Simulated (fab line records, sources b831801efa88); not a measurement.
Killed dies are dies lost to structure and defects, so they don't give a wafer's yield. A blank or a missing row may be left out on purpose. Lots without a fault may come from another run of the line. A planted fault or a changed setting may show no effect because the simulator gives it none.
One fault seen from 2 desks | flow sfq_line | each desk has only its own numbers; what lay behind them comes last

THE METROLOGY DESK
What the gauges read, lot by lot, whatever tool the lot ran on: means of the sampled wafers that have a number. A lot is out of limits, marked OUT, if its mean lies more than 4 standard deviations from the usual mean; the brackets give that distance.
Columns: A = I3_BOW at SFQ_I3_BOW_MEAS_922, usual 4 um; B = R5_MONX_RS at SFQ_R5_RS_MEAS_933, usual 7.06 ohm/sq; C = R5_MONX_THK at SFQ_R5_THK_MEAS_934, usual 39.6 nm
lot  | first seen here | A   | B              | C
L854 | day 44 23:28    | -12 | 7.04           | 39.9
L856 | day 45 02:26    | 5   | 7.09           | 39.2
L858 | day 45 05:26    | 13  | 7.13           | 39.3
L859 | day 45 07:11    | 16  | 7.07           | 39.6
L860 | day 45 08:27    | 7   | 7.02           | 39.6
L865 | day 45 19:08    | 10  | 7.04           | 39.4
L866 | day 45 22:04    | -7  | 5.01 (-27) OUT | 60.5 (+39) OUT
L867 | day 45 22:08    | 15  | 7.15           | 38.8
L869 | day 46 01:08    | -7  | 7.08           | 39.5
L870 | day 46 04:05    | -2  | 3.99 (-40) OUT | 72.2 (+62) OUT
L873 | day 46 07:09    | 0   | 6.97           | 39.8
L874 | day 47 05:05    | 5   | 7.05           | 40.0
L875 | day 47 08:07    | -14 | 7.06           | 39.3
L876 | day 47 10:08    | 4   | 7.12           | 39.1
This desk's finding: out of limits on L866, L870; first on L866, day 68 15:46 (R5_MONX_RS at SFQ_R5_RS_MEAS_933). In limits: L854, L856, L858, L859, L860, L865, L867, L869, L873, L874, L875, L876.

THE TOOL OWNER'S DESK: pvd_sputter-05
The tool's own readings at SFQ_TRILAYER_R5_DEP_SPUTTER_133 (material MoNx, target thk 40 nm, time 66.7 s): means of the sampled wafers that have a number, for each lot that ran on this tool. A lot is out of limits, marked OUT, if its mean lies more than 4 standard deviations from the usual mean; the brackets give that distance.
Columns: A = throttle_valve_pct at SFQ_TRILAYER_R5_DEP_SPUTTER_133, usual 30.2 %
lot  | first seen here | A
L854 | day 61 06:10    | 29.9
L856 | day 61 12:10    | 30.8
L859 | day 61 22:24    | 29.5
L866 | day 68 15:41    | 29.4
L870 | day 69 03:38    | 28.9
L876 | day 74 10:07    | 30.4
This desk's finding: nothing out of limits on any of the 6 lots.

PUT TOGETHER
The metrology desk could have raised an alarm at day 68 15:46, on L866, L870.
The tool owner's desk saw nothing out of limits.
The tool owner's desk has L866, L870 on record, within its limits.
Of the lots named, all ran SFQ_TRILAYER_R5_DEP_SPUTTER_133 on pvd_sputter-05.

WHAT THE SIMULATOR HAD PUT IN
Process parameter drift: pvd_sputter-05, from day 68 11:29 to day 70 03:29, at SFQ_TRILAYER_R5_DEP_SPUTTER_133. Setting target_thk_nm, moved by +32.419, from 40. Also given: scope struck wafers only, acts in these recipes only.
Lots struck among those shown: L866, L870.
Hours from the fault's start to each desk's first reading out of limits: the metrology desk, 4.
